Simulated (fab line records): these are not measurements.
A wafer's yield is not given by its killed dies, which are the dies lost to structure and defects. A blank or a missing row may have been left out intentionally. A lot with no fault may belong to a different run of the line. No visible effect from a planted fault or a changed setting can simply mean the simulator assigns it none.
Chamber matching :: flow gf180mcu :: GF_V1_CVD_02 on pecvd-03 has 3 sister chambers
The step deposits SiO2 from TEOS, target thk 850 nm, time 94.851 s. 18 wafers are shown with their chamber, then 9 later ones without.

== WAFERS PAIRED WITH THEIR CHAMBERS ==
wafer: L849.3
chamber: 1
heater-power-outer-w (W): 453
heater-power-w (W): 733

wafer: L849.4
chamber: 1
heater-power-outer-w (W): 338
heater-power-w (W): 581

wafer: L849.6
chamber: 2
heater-power-outer-w (W): 286
heater-power-w (W): 555

wafer: L853.2
chamber: 1
heater-power-outer-w (W): 425
heater-power-w (W): 705

wafer: L853.3
chamber: 2
heater-power-outer-w (W): 400
heater-power-w (W): 710

wafer: L853.4
chamber: 1
heater-power-outer-w (W): 458
heater-power-w (W): 737

wafer: L854.2
chamber: 1
heater-power-outer-w (W): 420
heater-power-w (W): 716

wafer: L854.3
chamber: 0
heater-power-outer-w (W): 267
heater-power-w (W): 541

wafer: L854.4
chamber: 0
heater-power-outer-w (W): 295
heater-power-w (W): 578

wafer: L855.1
chamber: 0
heater-power-outer-w (W): 259
heater-power-w (W): 510

wafer: L855.4
chamber: 1
heater-power-outer-w (W): 439
heater-power-w (W): 739

wafer: L855.5
chamber: 2
heater-power-outer-w (W): 377
heater-power-w (W): 666

wafer: L857.2
chamber: 1
heater-power-outer-w (W): 364
heater-power-w (W): 624

wafer: L857.3
chamber: 2
heater-power-outer-w (W): 345
heater-power-w (W): 620

wafer: L857.4
chamber: 2
heater-power-outer-w (W): 376
heater-power-w (W): 657

wafer: L860.1
chamber: 1
heater-power-outer-w (W): 456
heater-power-w (W): 743

wafer: L860.2
chamber: 2
heater-power-outer-w (W): 295
heater-power-w (W): 578

wafer: L860.4
chamber: 2
heater-power-outer-w (W): 340
heater-power-w (W): 634

SIGNATURES (averages over the wafers above)
reading: heater-power-outer-w
chamber 0: 273.67
chamber 1: 419.12
chamber 2: 345.57
scatter within a chamber: 41.5

reading: heater-power-w
chamber 0: 543.00
chamber 1: 697.25
chamber 2: 631.43
scatter within a chamber: 54.9
Rule: distance of a wafer from a chamber = root of the sum over the readings of ((wafer's reading minus chamber's mean) / reading's scatter) squared. The wafer belongs to the nearest chamber; if the next one is less than 2 further off, it can't be placed. The scatter: the root of (the sum of the squares of (reading less its chamber's mean) over the shown wafers, divided by (wafers less chambers)).

== WAFERS WITH NO CHAMBER GIVEN ==
wafer: L861.2
heater-power-outer-w (W): 386
heater-power-w (W): 646

wafer: L861.3
heater-power-outer-w (W): 324
heater-power-w (W): 601

wafer: L861.6
heater-power-outer-w (W): 331
heater-power-w (W): 617

wafer: L868.1
heater-power-outer-w (W): 270
heater-power-w (W): 530

wafer: L868.3
heater-power-outer-w (W): 359
heater-power-w (W): 605

wafer: L868.6
heater-power-outer-w (W): 391
heater-power-w (W): 668

wafer: L869.1
heater-power-outer-w (W): 334
heater-power-w (W): 593

wafer: L869.3
heater-power-outer-w (W): 285
heater-power-w (W): 563

wafer: L869.6
heater-power-outer-w (W): 385
heater-power-w (W): 668

== THE CHAMBER EACH PASSED THROUGH ==
wafer: L861.2
from the rows above: can't be placed: 2 or 1
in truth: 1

wafer: L861.3
from the rows above: can't be placed: 2 or 0
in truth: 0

wafer: L861.6
from the rows above: can't be placed: 2 or 0
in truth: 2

wafer: L868.1
from the rows above: 0
in truth: 0

wafer: L868.3
from the rows above: can't be placed: 2 or 1 or 0
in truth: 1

wafer: L868.6
from the rows above: can't be placed: 1 or 2
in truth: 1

wafer: L869.1
from the rows above: can't be placed: 2 or 0
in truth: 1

wafer: L869.3
from the rows above: can't be placed: 0 or 2
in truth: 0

wafer: L869.6
from the rows above: can't be placed: 1 or 2
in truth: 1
1 of 9 placed correctly. Cannot be placed on the basis of these rows: 8; the candidates contain the true chamber in 7. Placed wrongly: 0.
